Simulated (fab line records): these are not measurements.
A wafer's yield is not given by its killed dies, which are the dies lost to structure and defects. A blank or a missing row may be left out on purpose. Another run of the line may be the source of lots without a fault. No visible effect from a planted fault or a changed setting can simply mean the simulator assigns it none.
A lot that was struck, set against a sound lot	flow gf180mcu	14 out of 602 route steps
Sound: wafers L736.1, L736.2, L736.3. Wafers struck: L737.1, L737.3, L737.4. The cause is given at the end.
For every step that has rows: the tool of each side, followed by ch and its chambers, followed by its first start. Under that, the readings that differ: sound wafers	struck wafers	difference of the means	sigmas: that difference in standard deviations of wafers without a fault.
alike: readings with means less than 2 such deviations apart, plus words and numbers identical on both sides. not compared: withheld readings, readings lacking a value on some wafer, bounds such as >300 that could conceal the same value, and numbers that have no deviation in the record and whose values overlap.
The two part at a step that has a row with sigmas, a row that says differs or no value, or rows on one side only. Numbers that have no deviation but don't overlap get no sigmas and don't part them. Lack of a reading on every wafer of one side parts them only where that side has two or more wafers.

GF_TOP_METAL_STRIP_17: strips in O2/N2.
  sound on plasma_asher-03 ch 0,1, day 29 15:34; struck on plasma_asher-01 ch 0,1, day 30 00:20
  alike: drypump_motor_current_A, heater_power_w, oes_product_au, strip_time_to_endpoint_s
  not compared: rf_hours_counter_h
then, 2 steps without rows for these wafers: GF_TOP_METAL_STRIP_18 (strips in post etch residue remover, time 1200 s); GF_TOP_METAL_CLEAN_19 (cleans in DIW).
GF_PASSIVATION_CVD_00: deposits SiO2 from TEOS, target thk 1000 nm, time 111.95 s.
  sound on pecvd-01 ch 0,1,2, day 29 16:05; struck on pecvd-02 ch 0,1,2, day 30 00:52
  alike: heater_power_w
GF_PASSIVATION_THK_MEAS_01:
  sound on film_metro-01, day 29 16:10; struck on film_metro-01, day 30 00:56
  alike: PASSIVATION_CVD_00_THK
GF_PASSIVATION_CVD_02: deposits Si3N4, target thk 700 nm, time 486.18 s.
  sound on pecvd-02 ch 0,1,2, day 29 16:14; struck on pecvd-04 ch 0,1,2, day 30 01:00
  alike: heater_power_w
GF_PASSIVATION_THK_MEAS_03:
  sound on film_metro-01, day 29 16:31; struck on film_metro-03, day 30 01:17
  alike: PASSIVATION_CVD_02_THK
then, 5 steps without rows for these wafers: GF_PASSIVATION_DEHYDRATE_04 (time 60 s); GF_PASSIVATION_HMDS_05 (prime time 60 s); GF_PASSIVATION_COAT_06 (resist thk 4000 nm); GF_PASSIVATION_SOFTBAKE_07; GF_PASSIVATION_EXPOSE_08 (exposes mask Pad, target cd 40000 nm).
GF_PASSIVATION_PEB_09:
  struck on litho_track-04, day 30 19:00; sound on litho_track-04 ch 0, day 30 10:00
  no value came back on the struck wafers for chill_plate_temp_C (C), exhaust_pa (Pa), heater_power_total_W (W); on the sound wafers chill_plate_temp_C (C) reads 22.93 22.89 22.96
then, 1 step without rows for these wafers: GF_PASSIVATION_DEVELOP_10 (develop time 60 s).

## WHERE THEY PART
At GF_PASSIVATION_PEB_09 and nowhere else, as far as this record goes.

WHY: what had been put in by the simulator
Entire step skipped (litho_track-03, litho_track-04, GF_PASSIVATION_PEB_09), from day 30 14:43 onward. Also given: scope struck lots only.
